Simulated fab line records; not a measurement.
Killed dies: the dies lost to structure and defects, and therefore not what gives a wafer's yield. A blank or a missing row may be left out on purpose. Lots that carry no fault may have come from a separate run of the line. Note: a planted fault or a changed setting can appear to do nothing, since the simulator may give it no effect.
Which tool was responsible? -- flow gf180mcu -- Sampling: 14 lots, 42 wafers, 3 of 602 route steps

## WHAT THE GAUGES SHOWED, per wafer
GF_CONTACT_THK_MEAS_03. Usual: CONTACT_CVD_02_THK 856 nm, standard deviation 11.
lot,measured,on,CONTACT_CVD_02_THK (nm),flag
L891,day 15 06:55,film-metro-04,838 855 865,
L895,day 16 10:33,film-metro-04,849 860 865,
L896,day 16 20:37,film-metro-02,844 853 865,
L898,day 17 17:32,film-metro-04,848 839 872,
L899,day 18 02:43,film-metro-01,852 847 868,
L900,day 18 11:11,film-metro-04,854 855 844,
L901,day 18 21:57,film-metro-01,848 852 874,
L902,day 19 01:23,film-metro-04,856 854 854,
L904,day 19 17:17,film-metro-01,835 850 842,
L907,day 21 09:21,film-metro-02,854 865 862,
L906,day 21 11:09,film-metro-01,865 852 850,
L909,day 21 14:44,film-metro-04,838 864 859,
L912,day 22 23:09,film-metro-01,856 859 867,
L913,day 23 10:55,film-metro-01,848 854 864,

## EACH LOT AND THE TOOL THAT RAN IT (in order: tool; ch and the chambers of the sampled wafers; start)
lot,GF_HV_LDD_IMPLANT_21,GF_CONTACT_CVD_02
L891,"implanter-01 ch 0, day 10 17:01","pecvd-04 ch 0,1,2, day 15 06:50"
L895,"implanter-01 ch 0, day 11 20:19","pecvd-03 ch 0,1,2, day 16 10:29"
L896,"implanter-02 ch 0, day 12 05:32","pecvd-03 ch 0,2, day 16 20:32"
L898,"implanter-01 ch 0, day 12 22:46","pecvd-02 ch 0,1,2, day 17 17:28"
L899,"implanter-02 ch 0, day 13 06:10","pecvd-03 ch 1,2, day 18 02:38"
L900,"implanter-01 ch 0, day 13 13:34","pecvd-04 ch 0,1,2, day 18 11:07"
L901,"implanter-01 ch 0, day 13 23:25","pecvd-03 ch 1,2, day 18 21:53"
L902,"implanter-03 ch 0, day 14 02:49","pecvd-02 ch 0,2, day 19 01:17"
L904,"implanter-02 ch 0, day 14 14:47","pecvd-04 ch 0,2, day 19 17:11"
L907,"implanter-02 ch 0, day 16 03:01","pecvd-04 ch 0,1, day 21 09:17"
L906,"implanter-01 ch 0, day 16 03:45","pecvd-02 ch 0,1, day 21 11:04"
L909,"implanter-01 ch 0, day 16 09:14","pecvd-02 ch 0,1, day 21 14:37"
L912,"implanter-02 ch 0, day 17 16:48","pecvd-04 ch 0,1, day 22 23:05"
L913,"implanter-02 ch 0, day 18 04:26","pecvd-03 ch 0,1,2, day 23 10:50"
- GF_HV_LDD_IMPLANT_21
- GF_CONTACT_CVD_02: deposits SiO2 from TEOS, target thk 860 nm, time 95.992 s.

## WHAT THE TOOLS THEMSELVES READ (means of the sampled wafers that have a number; where no wafer has one, the mark that the record gives instead)
GF_HV_LDD_IMPLANT_21. Usual: beam-energy-keV reads 24.999 (standard deviation 0.0075).
lot,tool,beam-energy-keV,flag
L891,implanter-01,24.998,
L895,implanter-01,25.000,
L896,implanter-02,25.005,
L898,implanter-01,24.991,
L899,implanter-02,24.990,
L900,implanter-01,25.002,
L901,implanter-01,24.994,
L902,implanter-03,24.995,
L904,implanter-02,25.001,
L907,implanter-02,25.000,
L906,implanter-01,25.331,OFF
L909,implanter-01,25.328,OFF
L912,implanter-02,24.996,
L913,implanter-02,25.006,

GF_CONTACT_CVD_02. Usual: heater-power-w reads 648 W (standard deviation 74).
lot,tool,heater-power-w (W),flag
L891,pecvd-04,688,
L895,pecvd-03,723,
L896,pecvd-03,708,
L898,pecvd-02,560,
L899,pecvd-03,701,
L900,pecvd-04,641,
L901,pecvd-03,650,
L902,pecvd-02,607,
L904,pecvd-04,586,
L907,pecvd-04,620,
L906,pecvd-02,597,
L909,pecvd-02,591,
L912,pecvd-04,675,
L913,pecvd-03,699,

## THE ANSWER, worked out from the rows above alone
Rule: a lot is off if the mean of its wafers that have a number lies more than 3 standard deviations from the usual mean. A lot without any number at a reading at which 4 lots or more have one is off too. Where the step has rows for the other lots, those lots are counted as sound. Order of review: gauges by route order, followed by the tools' own readings, for which a lot's mean as printed above is used. At the first step where some lot is off, the reading lying furthest off is the one used; lots without a number count as furthest.
Off, at GF_HV_LDD_IMPLANT_21 on beam-energy-keV: L906, L909.
A tool fits if, at that step or a process step before it, it ran every lot that is off, and no sound lot after the first of them. One fits: implanter-01 at GF_HV_LDD_IMPLANT_21. A fault onset in the window from L901 (day 13 23:25, its last sound lot) to L906 (day 16 03:45, its first lot off) fits.
On the lots that are off, the tool's own readings at GF_HV_LDD_IMPLANT_21 differ by more than 5 times the standard deviation of the sound lots' means, which bears it out; beam-energy-keV reads 25.329 there versus 24.998 on the sound lots.

## WHAT WAS PUT IN BY THE SIMULATOR
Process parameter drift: implanter-01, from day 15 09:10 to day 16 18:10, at GF_HV_LDD_IMPLANT_21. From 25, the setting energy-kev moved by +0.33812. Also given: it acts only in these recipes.
Shown lots that were struck: L906, L909. The rule above found the same.
